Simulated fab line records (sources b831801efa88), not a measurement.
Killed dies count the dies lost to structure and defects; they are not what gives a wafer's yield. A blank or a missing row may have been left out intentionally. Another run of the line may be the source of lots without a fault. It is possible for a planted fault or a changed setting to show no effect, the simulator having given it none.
Which tool did it? :: flow sky130 :: 39 wafers from 13 lots sampled at 4 of the route's 708 steps

== WHAT EACH GAUGE READ, for each wafer ==
SKY_PASSIVATION_THK_MEAS_01. Usual: PASSIVATION_CVD_00_THK 90.7 nm, standard deviation 1.3.
lot: L527
measured: day 44 05:19
on: filmMetro-03
PASSIVATION_CVD_00_THK (nm): 90.0 90.2 90.6
flag: 

lot: L528
measured: day 44 07:08
on: filmMetro-04
PASSIVATION_CVD_00_THK (nm): 89.7 89.3 88.6
flag: 

lot: L530
measured: day 44 16:24
on: filmMetro-01
PASSIVATION_CVD_00_THK (nm): 89.7 88.2 92.4
flag: 

lot: L531
measured: day 45 01:01
on: filmMetro-03
PASSIVATION_CVD_00_THK (nm): 90.8 91.2 91.8
flag: 

lot: L532
measured: day 45 12:56
on: filmMetro-01
PASSIVATION_CVD_00_THK (nm): 88.1 90.9 91.6
flag: 

lot: L537
measured: day 47 00:47
on: filmMetro-04
PASSIVATION_CVD_00_THK (nm): 92.3 91.3 89.9
flag: 

lot: L538
measured: day 47 02:25
on: filmMetro-01
PASSIVATION_CVD_00_THK (nm): 90.5 89.3 92.8
flag: 

lot: L540
measured: day 47 11:55
on: filmMetro-04
PASSIVATION_CVD_00_THK (nm): 90.0 90.1 91.5
flag: 

lot: L541
measured: day 48 04:23
on: filmMetro-04
PASSIVATION_CVD_00_THK (nm): 90.2 89.3 91.3
flag: 

lot: L545
measured: day 48 20:26
on: filmMetro-01
PASSIVATION_CVD_00_THK (nm): 90.9 92.2 92.4
flag: 

lot: L546
measured: day 49 02:28
on: filmMetro-03
PASSIVATION_CVD_00_THK (nm): 90.5 91.5 92.7
flag: 

lot: L548
measured: day 49 06:35
on: filmMetro-04
PASSIVATION_CVD_00_THK (nm): 90.2 89.8 91.5
flag: 

lot: L549
measured: day 49 05:32
on: filmMetro-03
PASSIVATION_CVD_00_THK (nm): 89.9 90.5 90.3
flag: 

== EACH LOT AND THE TOOL THAT RAN IT (in order: tool; ch and the chambers of the sampled wafers; start) ==
lot: L527
SKY_VT_ADJUST_HVTR_STRIP_10: plasmaAsher-02 ch 0,1, day 9 15:27
SKY_METAL3_SPUTTER_02: pvdSputter-02, day 36 16:14
SKY_METAL3_SPUTTER_03: pvdSputter-02, day 36 16:17

lot: L528
SKY_VT_ADJUST_HVTR_STRIP_10: plasmaAsher-02 ch 0,1, day 10 02:49
SKY_METAL3_SPUTTER_02: pvdSputter-02, day 36 21:00
SKY_METAL3_SPUTTER_03: pvdSputter-02, day 36 21:02

lot: L530
SKY_VT_ADJUST_HVTR_STRIP_10: plasmaAsher-01 ch 0,1, day 10 11:57
SKY_METAL3_SPUTTER_02: pvdSputter-02, day 37 07:49
SKY_METAL3_SPUTTER_03: pvdSputter-02, day 37 07:51

lot: L531
SKY_VT_ADJUST_HVTR_STRIP_10: plasmaAsher-03 ch 0, day 10 16:28
SKY_METAL3_SPUTTER_02: pvdSputter-01, day 37 17:59
SKY_METAL3_SPUTTER_03: pvdSputter-01, day 37 18:01

lot: L532
SKY_VT_ADJUST_HVTR_STRIP_10: plasmaAsher-02 ch 0,1, day 11 05:03
SKY_METAL3_SPUTTER_02: pvdSputter-03, day 38 08:34
SKY_METAL3_SPUTTER_03: pvdSputter-03, day 38 08:36

lot: L537
SKY_VT_ADJUST_HVTR_STRIP_10: plasmaAsher-02 ch 0,1, day 13 08:01
SKY_METAL3_SPUTTER_02: pvdSputter-02, day 40 03:11
SKY_METAL3_SPUTTER_03: pvdSputter-02, day 40 03:14

lot: L538
SKY_VT_ADJUST_HVTR_STRIP_10: plasmaAsher-02 ch 0,1, day 13 09:14
SKY_METAL3_SPUTTER_02: pvdSputter-02, day 40 06:57
SKY_METAL3_SPUTTER_03: pvdSputter-02, day 40 06:59

lot: L540
SKY_VT_ADJUST_HVTR_STRIP_10: plasmaAsher-02 ch 0,1, day 14 02:14
SKY_METAL3_SPUTTER_02: pvdSputter-01, day 40 19:49
SKY_METAL3_SPUTTER_03: pvdSputter-01, day 40 19:51

lot: L541
SKY_VT_ADJUST_HVTR_STRIP_10: plasmaAsher-03 ch 0,1, day 14 21:12
SKY_METAL3_SPUTTER_02: pvdSputter-01, day 41 16:08
SKY_METAL3_SPUTTER_03: pvdSputter-01, day 41 16:10

lot: L545
SKY_VT_ADJUST_HVTR_STRIP_10: plasmaAsher-03 ch 0,1, day 15 08:19
SKY_METAL3_SPUTTER_02: pvdSputter-01, day 42 04:28
SKY_METAL3_SPUTTER_03: pvdSputter-01, day 42 04:30

lot: L546
SKY_VT_ADJUST_HVTR_STRIP_10: plasmaAsher-01 ch 0,1, day 15 21:39
SKY_METAL3_SPUTTER_02: pvdSputter-01, day 42 14:23
SKY_METAL3_SPUTTER_03: pvdSputter-01, day 42 14:25

lot: L548
SKY_VT_ADJUST_HVTR_STRIP_10: plasmaAsher-01 ch 0,1, day 16 08:16
SKY_METAL3_SPUTTER_02: pvdSputter-03, day 42 21:26
SKY_METAL3_SPUTTER_03: pvdSputter-03, day 42 21:29

lot: L549
SKY_VT_ADJUST_HVTR_STRIP_10: plasmaAsher-01 ch 0,1, day 16 09:25
SKY_METAL3_SPUTTER_02: pvdSputter-03, day 42 23:10
SKY_METAL3_SPUTTER_03: pvdSputter-03, day 42 23:12
- SKY_VT_ADJUST_HVTR_STRIP_10: strips in O2/N2.
- SKY_METAL3_SPUTTER_02: material AlCu, target thk 735 nm, time 39.1 s.
- SKY_METAL3_SPUTTER_03: material Ti, target thk 5 nm, time 3.3 s.

== AS READ BY THE TOOLS THEMSELVES (means over the sampled wafers that have a number; for cases with no such wafer, the mark the record gives instead) ==
SKY_VT_ADJUST_HVTR_STRIP_10. Usual: drypumpMotorCurrentA 5.41 A, standard deviation 0.23; oesProductAu 0.716 a.u., standard deviation 0.0045; stripTimeToEndpointS 14.19 s, standard deviation 0.035.
lot: L527
tool: plasmaAsher-02
drypumpMotorCurrentA (A): 5.53
oesProductAu (a.u.): 0.715
stripTimeToEndpointS (s): 14.23
flag: 

lot: L528
tool: plasmaAsher-02
drypumpMotorCurrentA (A): 5.62
oesProductAu (a.u.): 0.717
stripTimeToEndpointS (s): 14.15
flag: 

lot: L530
tool: plasmaAsher-01
drypumpMotorCurrentA (A): 5.57
oesProductAu (a.u.): 0.713
stripTimeToEndpointS (s): 14.19
flag: 

lot: L531
tool: plasmaAsher-03
drypumpMotorCurrentA (A): 5.02
oesProductAu (a.u.): 0.717
stripTimeToEndpointS (s): 14.20
flag: 

lot: L532
tool: plasmaAsher-02
drypumpMotorCurrentA (A): 5.63
oesProductAu (a.u.): 0.716
stripTimeToEndpointS (s): 14.22
flag: 

lot: L537
tool: plasmaAsher-02
drypumpMotorCurrentA (A): 5.49
oesProductAu (a.u.): 0.716
stripTimeToEndpointS (s): 14.20
flag: 

lot: L538
tool: plasmaAsher-02
drypumpMotorCurrentA (A): 5.50
oesProductAu (a.u.): 0.718
stripTimeToEndpointS (s): 14.22
flag: 

lot: L540
tool: plasmaAsher-02
drypumpMotorCurrentA (A): 5.61
oesProductAu (a.u.): 0.713
stripTimeToEndpointS (s): 14.23
flag: 

lot: L541
tool: plasmaAsher-03
drypumpMotorCurrentA (A): 5.12
oesProductAu (a.u.): 0.711
stripTimeToEndpointS (s): 14.17
flag: 

lot: L545
tool: plasmaAsher-03
drypumpMotorCurrentA (A): 5.24
oesProductAu (a.u.): 0.712
stripTimeToEndpointS (s): 14.17
flag: 

lot: L546
tool: plasmaAsher-01
drypumpMotorCurrentA (A): 5.47
oesProductAu (a.u.): 0.718
stripTimeToEndpointS (s): 14.16
flag: 

lot: L548
tool: plasmaAsher-01
drypumpMotorCurrentA (A): 5.58
oesProductAu (a.u.): 0.718
stripTimeToEndpointS (s): 14.19
flag: 

lot: L549
tool: plasmaAsher-01
drypumpMotorCurrentA (A): 5.47
oesProductAu (a.u.): 0.720
stripTimeToEndpointS (s): 14.21
flag: 

SKY_METAL3_SPUTTER_02. Usual: chamberPressurePa 0.4000 Pa, standard deviation 0.00075; throttleValvePct 29.6 %, standard deviation 1.1.
lot: L527
tool: pvdSputter-02
chamberPressurePa (Pa): 0.4001
throttleValvePct (%): 31.1
flag: 

lot: L528
tool: pvdSputter-02
chamberPressurePa (Pa): 0.4004
throttleValvePct (%): 31.0
flag: 

lot: L530
tool: pvdSputter-02
chamberPressurePa (Pa): 0.3997
throttleValvePct (%): 31.2
flag: 

lot: L531
tool: pvdSputter-01
chamberPressurePa (Pa): 0.4001
throttleValvePct (%): 28.9
flag: 

lot: L532
tool: pvdSputter-03
chamberPressurePa (Pa): 0.4002
throttleValvePct (%): 29.1
flag: 

lot: L537
tool: pvdSputter-02
chamberPressurePa (Pa): 0.3999
throttleValvePct (%): 31.8
flag: 

lot: L538
tool: pvdSputter-02
chamberPressurePa (Pa): 0.3998
throttleValvePct (%): 30.0
flag: 

lot: L540
tool: pvdSputter-01
chamberPressurePa (Pa): 0.4002
throttleValvePct (%): 28.1
flag: 

lot: L541
tool: pvdSputter-01
chamberPressurePa (Pa): 0.4002
throttleValvePct (%): 28.9
flag: 

lot: L545
tool: pvdSputter-01
chamberPressurePa (Pa): 0.4004
throttleValvePct (%): 28.7
flag: 

lot: L546
tool: pvdSputter-01
chamberPressurePa (Pa): 0.3996
throttleValvePct (%): 28.6
flag: 

lot: L548
tool: pvdSputter-03
chamberPressurePa (Pa): 0.3999
throttleValvePct (%): 29.3
flag: 

lot: L549
tool: pvdSputter-03
chamberPressurePa (Pa): 0.4006
throttleValvePct (%): 29.5
flag: 

SKY_METAL3_SPUTTER_03. Usual: chamberPressurePa 0.3998 Pa, standard deviation 0.00078; throttleValvePct 29.6 %, standard deviation 1.1.
lot: L527
tool: pvdSputter-02
chamberPressurePa (Pa): 0.3997
throttleValvePct (%): 31.0
flag: 

lot: L528
tool: pvdSputter-02
chamberPressurePa (Pa): 0.4000
throttleValvePct (%): 30.9
flag: 

lot: L530
tool: pvdSputter-02
chamberPressurePa (Pa): 0.3990
throttleValvePct (%): 31.2
flag: 

lot: L531
tool: pvdSputter-01
chamberPressurePa (Pa): 0.3996
throttleValvePct (%): 28.8
flag: 

lot: L532
tool: pvdSputter-03
chamberPressurePa (Pa): 0.4000
throttleValvePct (%): 29.1
flag: 

lot: L537
tool: pvdSputter-02
chamberPressurePa (Pa): 0.4000
throttleValvePct (%): 31.6
flag: 

lot: L538
tool: pvdSputter-02
chamberPressurePa (Pa): 0.3995
throttleValvePct (%): 30.0
flag: 

lot: L540
tool: pvdSputter-01
chamberPressurePa (Pa): 0.4002
throttleValvePct (%): 28.3
flag: 

lot: L541
tool: pvdSputter-01
chamberPressurePa (Pa): 0.3998
throttleValvePct (%): 28.8
flag: 

lot: L545
tool: pvdSputter-01
chamberPressurePa (Pa): 0.4004
throttleValvePct (%): 28.7
flag: 

lot: L546
tool: pvdSputter-01
chamberPressurePa (Pa): 0.4008
throttleValvePct (%): 28.8
flag: 

lot: L548
tool: pvdSputter-03
chamberPressurePa (Pa): 0.3997
throttleValvePct (%): 29.6
flag: 

lot: L549
tool: pvdSputter-03
chamberPressurePa (Pa): 0.3996
throttleValvePct (%): 29.5
flag: 

== THE ANSWER, worked out from the rows above alone ==
Rule: take the mean of a lot's wafers that have a number; if it is more than 3 standard deviations from the usual mean, the lot is off. Also off: a lot with no number at a reading for which 4 or more lots have one. Any other lot the step has rows for is counted as sound. First the gauges in route order, then the tools' own readings, where a lot's mean is used as printed above. At the first step where some lot is off, the reading lying furthest off is the one used; lots without a number count as furthest.
No lot is off at any reading shown: from this, nothing can be told.

== WHAT THE SIMULATOR HAD PUT IN ==
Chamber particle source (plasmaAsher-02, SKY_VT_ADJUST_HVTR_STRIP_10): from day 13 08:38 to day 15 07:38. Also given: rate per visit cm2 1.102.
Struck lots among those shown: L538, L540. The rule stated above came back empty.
